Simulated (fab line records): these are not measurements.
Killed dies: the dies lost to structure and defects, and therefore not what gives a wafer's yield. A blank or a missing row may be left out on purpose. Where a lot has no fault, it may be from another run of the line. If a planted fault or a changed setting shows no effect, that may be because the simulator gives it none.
Struck lot and sound lot, side by side ; flow gf180mcu ; 16 out of 602 route steps
Sound: these wafers, L628.1, L628.2, L628.4. Wafers L637.1, L637.2, L637.6 were the ones struck. At the end, the cause is stated.
Each step with rows lists, per side, the tool, then ch with its chambers, then its first start. Under that, the readings that differ: sound wafers ; struck wafers ; difference of the means ; sigmas: that difference in standard deviations of wafers without a fault.
alike: a reading whose means differ by less than 2 such deviations, as well as words and numbers matching on both sides. not compared: withheld readings; readings where some wafer has no value; bounds like >300 that might hide an equal value; numbers whose values overlap and for which the record gives no deviation.
A row with sigmas, a row that says differs or no value, or rows on one side alone: a step with any of these is where the two part. When numbers do not overlap yet have no deviation, they are printed without sigmas and do not part them. A reading that every wafer of one side lacks parts them only if that side has two wafers or more.

GF_NSD_CD_MEAS_07 targets a cd of 400 nm.
  sound: cd-sem-01 at day 13 13:01; struck: cd-sem-02 at day 16 22:04
  alike: cd-nm
GF_NSD_OVL_MEAS_08:
  sound: overlay-01 at day 13 13:08; struck: overlay-01 at day 16 22:11
  alike: NSD_OVL
then, 2 steps without rows for these wafers: GF_NSD_IMPLANT_09; GF_NSD_IMPLANT_10.
GF_NSD_STRIP_11: strips in O2/N2.
  sound on plasma-asher-03 ch 0,1, day 13 13:28; struck on plasma-asher-03 ch 0,1, day 16 22:31
  alike: chamber-pressure-mTorr, drypump-motor-current-A, heater-power-w, oes-product-au, strip-time-to-endpoint-s
  not compared: rf-hours-counter-h
GF_NSD_TW_MEAS_12:
  sound: film-metro-02 at day 13 13:34; struck: film-metro-01 at day 16 22:37
  alike: NSD_TW
then, 6 steps without rows for these wafers: GF_PSD_DEHYDRATE_00 (time 60 s); GF_PSD_HMDS_01 (prime time 60 s); GF_PSD_COAT_02 (resist thk 1000 nm); GF_PSD_SOFTBAKE_03 (time 60 s); GF_PSD_EXPOSE_04 (exposes mask Pplus, target cd 400 nm); GF_PSD_PEB_05.
GF_PSD_DEVELOP_06: develop time 60 s.
  sound on litho-track-03 ch 0, day 14 09:34; struck on litho-track-04 ch 0, day 17 21:38
reading;sound;struck;difference;sigmas
developer-temp-C (C);22.88 22.91 22.94;25.21 25.16 25.16;+2.27;+19
GF_PSD_CD_MEAS_07 targets a cd of 400 nm.
  sound: cd-sem-01 at day 14 09:43; struck: cd-sem-02 at day 17 21:47
reading;sound;struck;difference;sigmas
cd-nm (nm);401.4 401.5 400.7;392.8 395.2 393.6;-7.3;-4
GF_PSD_OVL_MEAS_08:
  sound: overlay-02 at day 14 09:50; struck: overlay-01 at day 17 21:54
  alike: PSD_OVL
following that, these wafers have no rows for 1 step: GF_PASSIVATION_PROBE_99.

== WHERE THEY PART ==
Last at GF_PSD_CD_MEAS_07 as far as this record goes, first at GF_PSD_DEVELOP_06. Later steps at which nothing parts them and some readings are alike: GF_PSD_OVL_MEAS_08.

WHY: whatever the simulator had introduced
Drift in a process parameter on litho-track-04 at GF_PSD_DEVELOP_06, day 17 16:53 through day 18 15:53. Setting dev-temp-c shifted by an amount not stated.
